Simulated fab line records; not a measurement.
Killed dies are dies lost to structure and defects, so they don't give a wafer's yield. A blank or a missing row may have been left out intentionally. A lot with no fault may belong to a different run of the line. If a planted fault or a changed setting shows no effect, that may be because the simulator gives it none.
Commonality check across tools    flow sky130    11 lots and 33 wafers in the sample

== WHAT PROMPTED THE OPENING ==
4 of 11 lots carry a flag on the reading CAPM_CVD_00_THK at SKY_CAPM_THK_MEAS_01. No-fault wafers: 15.51 nm, standard deviation 0.27.
Rule: flag the lot when none of its wafers has a number, or when each of its wafers that has one lies beyond 4 standard deviations from that mean. As for the other lots, they are considered sound.

lot   measured      on             CAPM_CVD_00_THK (nm), wafer by wafer  flag
L153  day 37 05:21  film_metro-03  15.40 15.81 16.08                     
L158  day 38 14:51  film_metro-01  15.29 15.31 15.51                     
L160  day 39 21:43  film_metro-01  15.36 15.63 16.00                     
L163  day 40 10:43  film_metro-01  15.12 15.50 15.66                     
L164  day 41 04:44  film_metro-03  13.81 13.58 14.01                     FLAGGED
L165  day 41 05:29  film_metro-03  13.91 13.71 14.06                     FLAGGED
L167  day 41 13:40  film_metro-02  13.77 14.00 14.05                     FLAGGED
L166  day 41 14:52  film_metro-03  15.44 15.83 15.81                     
L169  day 42 01:12  film_metro-01  13.96 14.10 13.74                     FLAGGED
L173  day 43 05:49  film_metro-01  14.92 15.34 15.31                     
L174  day 43 07:02  film_metro-02  15.14 15.60 15.90                     
The mean of the flagged lots' numbers is 13.89 nm, -1.62 nm from the usual (-6 standard deviations).

== TOOL THAT RAN EACH LOT ==
3 process steps preceding the reading are held in the record, out of 708 steps in the route. Read each cell as the tool, then ch plus the chambers that the sampled wafers visited, then the start.
lot   flag     SKY_METAL2_STRIP_20                   SKY_VIA2_SPUTTER_20           SKY_CAPM_CVD_00
L153           plasma_asher-04 ch 0,1, day 36 00:10  pvd_sputter-04, day 37 04:31  pecvd-04 ch 1,2, day 37 05:20
L158           plasma_asher-02 ch 0,1, day 37 10:20  pvd_sputter-04, day 38 13:59  pecvd-04 ch 1,2, day 38 14:49
L160           plasma_asher-02 ch 0,1, day 38 18:04  pvd_sputter-02, day 39 20:52  pecvd-04 ch 0,1,2, day 39 21:41
L163           plasma_asher-02 ch 0,1, day 39 06:31  pvd_sputter-04, day 40 09:52  pecvd-01 ch 0,2, day 40 10:41
L164  FLAGGED  plasma_asher-02 ch 0,1, day 40 01:10  pvd_sputter-02, day 41 03:53  pecvd-04 ch 1,2, day 41 04:43
L165  FLAGGED  plasma_asher-04 ch 0,1, day 40 01:13  pvd_sputter-02, day 41 04:38  pecvd-04 ch 0,1, day 41 05:28
L167  FLAGGED  plasma_asher-04 ch 1, day 40 09:40    pvd_sputter-04, day 41 12:32  pecvd-04 ch 0,1, day 41 13:38
L166           plasma_asher-04 ch 0,1, day 40 10:59  pvd_sputter-02, day 41 13:47  pecvd-01 ch 0,2, day 41 14:50
L169  FLAGGED  plasma_asher-02 ch 0,1, day 40 22:49  pvd_sputter-04, day 42 00:22  pecvd-04 ch 0,1,2, day 42 01:11
L173           plasma_asher-04 ch 0,1, day 42 03:07  pvd_sputter-01, day 43 04:57  pecvd-01 ch 0,1, day 43 05:47
L174           plasma_asher-02 ch 0,1, day 42 04:25  pvd_sputter-02, day 43 06:11  pecvd-03 ch 0,2, day 43 07:01
These steps, and what they do:
- SKY_METAL2_STRIP_20: strips in O2/N2.
- SKY_VIA2_SPUTTER_20: material TiN, target thk 20 nm, time 80 s.
- SKY_CAPM_CVD_00: deposits SiO2, target thk 15.5 nm.
- SKY_CAPM_THK_MEAS_01

== FLAGGED OVER TOTAL, TOOL BY TOOL (the gauges that took the reading come last) ==
step                  tool             lots run  flagged  share of the flagged lots  sound lots run after its first flagged lot
SKY_METAL2_STRIP_20   plasma_asher-02  6         2        some                       1 (L174)
SKY_METAL2_STRIP_20   plasma_asher-04  5         2        some                       2 (L166,L173)
SKY_VIA2_SPUTTER_20   pvd_sputter-01   1         0        none                       -
SKY_VIA2_SPUTTER_20   pvd_sputter-02   5         2        some                       2 (L166,L174)
SKY_VIA2_SPUTTER_20   pvd_sputter-04   5         2        some                       0
SKY_CAPM_CVD_00       pecvd-01         3         0        none                       -
SKY_CAPM_CVD_00       pecvd-03         1         0        none                       -
SKY_CAPM_CVD_00       pecvd-04         7         4        all                        0
SKY_CAPM_THK_MEAS_01  film_metro-01    5         1        some                       1 (L173)
SKY_CAPM_THK_MEAS_01  film_metro-02    2         1        some                       1 (L174)
SKY_CAPM_THK_MEAS_01  film_metro-03    4         2        some                       1 (L166)

== THE TABLE: WHAT IT ALLOWS ==
Rows of the table that ran each flagged lot: 1, that is pecvd-04 at SKY_CAPM_CVD_00.
- pecvd-04 at SKY_CAPM_CVD_00 ran 7 lots, 4 of them flagged. A fault beginning between L160 (day 39 21:41), its last sound lot, and L164 (day 41 04:43), its first flagged one, fits the data.
Left over: one tool, pecvd-04 at SKY_CAPM_CVD_00.

== WHAT THE SIMULATOR HAD PUT IN ==
Site profile drift: pecvd-04, from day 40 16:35 on, at SKY_CAPM_CVD_00. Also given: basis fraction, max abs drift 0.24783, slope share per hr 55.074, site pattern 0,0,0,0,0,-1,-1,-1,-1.
Shown lots that were struck: L164, L165, L167, L169. This agrees with what the rule above found.
